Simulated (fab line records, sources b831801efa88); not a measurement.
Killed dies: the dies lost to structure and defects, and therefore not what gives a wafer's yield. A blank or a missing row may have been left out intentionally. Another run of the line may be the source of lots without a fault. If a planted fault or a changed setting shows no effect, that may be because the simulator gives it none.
Which tool is to blame? ; flow gf180mcu ; Sampling: 14 lots, 42 wafers, 5 of 602 route steps

WHAT EACH GAUGE READ, for each wafer
GF_VT_IMPLANT_OVL_MEAS_40.
lot;measured;on;VT_IMPLANT_03_OVL (nm)
L641;day 7 18:55;overlay-02;-1.7 -0.1 -1.5
L642;day 8 02:14;overlay-02;-2.0 -1.1 -1.9
L645;day 9 00:34;overlay-01;-2.1 -2.0 -1.0
L646;day 9 04:26;overlay-01;-0.5 0.0 0.0
L647;day 9 12:38;overlay-02;-3.1 -0.8 -2.0
L649;day 10 00:43;overlay-02;-2.7 -1.2 -2.8
L654;day 11 13:49;overlay-02;-1.7 -1.9 -1.0
L655;day 11 20:58;overlay-01;-0.9 -1.6 -2.4
L657;day 12 07:07;overlay-02;0.5 0.1 -1.1
L658;day 12 13:53;overlay-01;-1.0 -2.5 -1.1
L659;day 12 21:20;overlay-01;-2.7 -2.8 -0.8
L661;day 13 11:37;overlay-01;-1.4 0.0 -0.5
L662;day 13 19:21;overlay-01;-1.8 -1.8 -0.1
L663;day 14 00:19;overlay-01;1.5 -1.9 -1.3

GF_HV_LDD_OVL_MEAS_08.
lot;measured;on;HV_LDD_OVL (nm)
L641;day 10 06:59;overlay-01;-0.6 -0.9 -1.2
L642;day 10 12:52;overlay-02;0.6 1.2 -0.7
L645;day 11 12:51;overlay-02;-1.9 -2.1 -1.2
L646;day 11 21:30;overlay-02;-0.1 0.8 -0.3
L647;day 12 04:51;overlay-01;-0.1 -0.3 0.6
L649;day 12 17:46;overlay-01;0.5 0.3 1.4
L654;day 14 12:21;overlay-02;1.7 3.0 3.6
L655;day 14 22:26;overlay-01;0.5 -0.5 2.1
L657;day 15 08:12;overlay-02;2.0 -0.2 1.4
L658;day 15 15:33;overlay-02;0.0 1.1 0.8
L659;day 15 20:06;overlay-01;0.6 0.4 0.8
L661;day 16 12:03;overlay-01;1.2 1.7 1.7
L662;day 16 21:22;overlay-02;0.2 -0.5 0.5
L663;day 17 02:47;overlay-02;0.1 -1.2 -1.9

GF_HV_LDD_CD_MEAS_19: target cd 400 nm.
lot;measured;on;cd-nm (nm)
L641;day 11 00:52;cd-sem-01;397.0 399.6 399.9
L642;day 11 07:26;cd-sem-01;400.1 399.1 399.7
L645;day 12 07:49;cd-sem-01;401.5 397.7 400.7
L646;day 12 16:59;cd-sem-01;401.6 400.6 401.0
L647;day 13 00:07;cd-sem-01;399.0 397.6 399.1
L649;day 13 13:57;cd-sem-01;400.3 400.1 398.4
L654;day 15 09:37;cd-sem-01;402.2 399.0 398.9
L655;day 15 19:46;cd-sem-01;397.8 399.9 398.4
L657;day 16 06:28;cd-sem-01;400.0 399.4 399.3
L658;day 16 14:06;cd-sem-02;401.4 401.6 402.1
L659;day 16 18:23;cd-sem-01;398.3 400.8 399.3
L661;day 17 11:08;cd-sem-02;397.7 397.3 397.3
L662;day 17 20:32;cd-sem-02;399.9 398.1 397.2
L663;day 18 02:13;cd-sem-01;401.8 403.1 400.5

GF_HV_LDD_TW_MEAS_23.
lot;measured;on;HV_LDD_2_TW
L641;day 11 01:16;film-metro-04;1049 1048 1054
L642;day 11 07:50;film-metro-02;1041 1047 1051
L645;day 12 08:13;film-metro-04;1047 1045 1046
L646;day 12 17:23;film-metro-03;1220 1222 1220
L647;day 13 00:31;film-metro-02;1198 1200 1196
L649;day 13 14:20;film-metro-04;1046 1045 1048
L654;day 15 10:02;film-metro-03;1058 1055 1059
L655;day 15 20:10;film-metro-04;1037 1041 1044
L657;day 16 06:52;film-metro-03;1056 1060 1060
L658;day 16 14:29;film-metro-03;1061 1058 1067
L659;day 16 18:46;film-metro-03;1071 1066 1064
L661;day 17 11:31;film-metro-03;1065 1067 1076
L662;day 17 20:55;film-metro-03;1068 1069 1062
L663;day 18 02:37;film-metro-04;1056 1052 1054

TOOL THAT RAN EACH LOT (tool first, then ch and the chambers of the sampled wafers, then the start)
lot;GF_HV_LDD_IMPLANT_21
L641;implanter-02 ch 0, day 11 01:01
L642;implanter-03 ch 0, day 11 07:35
L645;implanter-02 ch 0, day 12 07:58
L646;implanter-03 ch 0, day 12 17:08
L647;implanter-03 ch 0, day 13 00:16
L649;implanter-01 ch 0, day 13 14:07
L654;implanter-02 ch 0, day 15 09:47
L655;implanter-02 ch 0, day 15 19:55
L657;implanter-02 ch 0, day 16 06:37
L658;implanter-02 ch 0, day 16 14:16
L659;implanter-02 ch 0, day 16 18:32
L661;implanter-01 ch 0, day 17 11:17
L662;implanter-02 ch 0, day 17 20:42
L663;implanter-02 ch 0, day 18 02:22
- GF_HV_LDD_IMPLANT_21

AS READ BY THE TOOLS THEMSELVES (means over the sampled wafers that have a number; for cases with no such wafer, the mark the record gives instead)
GF_HV_LDD_IMPLANT_21.
lot;tool;dose-ions-cm2;faraday-current-uA
L641;implanter-02;5.002e+13;284
L642;implanter-03;5.002e+13;277
L645;implanter-02;5.004e+13;279
L646;implanter-03;7.643e+13;428
L647;implanter-03;7.649e+13;428
L649;implanter-01;5.000e+13;282
L654;implanter-02;5.000e+13;284
L655;implanter-02;4.992e+13;282
L657;implanter-02;4.997e+13;278
L658;implanter-02;4.998e+13;275
L659;implanter-02;4.994e+13;281
L661;implanter-01;5.000e+13;283
L662;implanter-02;5.000e+13;282
L663;implanter-02;4.987e+13;282

THE ANSWER, worked out from the rows above alone
Rule: the lots themselves supply what counts as usual. Put in order of their means at a reading, lots are off if they are a third of the lots or fewer, leave a main group of 4 or more, and stand apart from it by a gap of 3 or more times the standard deviation of the main group's means; of several such gaps the widest counts. If all means in a main group match to the digits the tables above print for the reading, that group is not used. A lot without any number at a reading at which 4 lots or more have one is off too. Where the step has rows for the other lots, those lots are counted as sound. First the gauges in route order, then the tools' own readings, where a lot's mean is used as printed above. The first step at which some lot is off is used, and at that step the reading that is off furthest; a lot without a number counts as furthest.
Off: L646, L647, seen at GF_HV_LDD_TW_MEAS_23 (HV_LDD_2_TW). For the main group the mean is 1055 and the standard deviation 9.1.
If a tool, at a process step before that reading, ran all the lots that are off and no sound lot after the first of them, it fits. The gauges at GF_HV_LDD_TW_MEAS_23 aren't tried: what is off there is off at GF_HV_LDD_IMPLANT_21 too, on other tools, and a gauge's error can't cause that. One fits: implanter-03 at GF_HV_LDD_IMPLANT_21. Its last sound lot is L642 (day 11 07:35), its first lot that is off L646 (day 12 17:08): a fault that began between those two fits.
The tool's own readings at GF_HV_LDD_IMPLANT_21 bear it out: on the lots that are off they differ by more than 5 times the standard deviation of the sound lots' means. dose-ions-cm2 reads 7.646e+13 there against 4.998e+13 on the sound lots; faraday-current-uA reads 428 there against 281 on the sound lots.

WHAT THE SIMULATOR HAD PUT IN
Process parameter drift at GF_HV_LDD_IMPLANT_21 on implanter-03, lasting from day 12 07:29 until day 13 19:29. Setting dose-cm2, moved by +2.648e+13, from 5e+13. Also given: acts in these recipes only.
Shown lots that were struck: L646, L647. The same result came from the rule above.
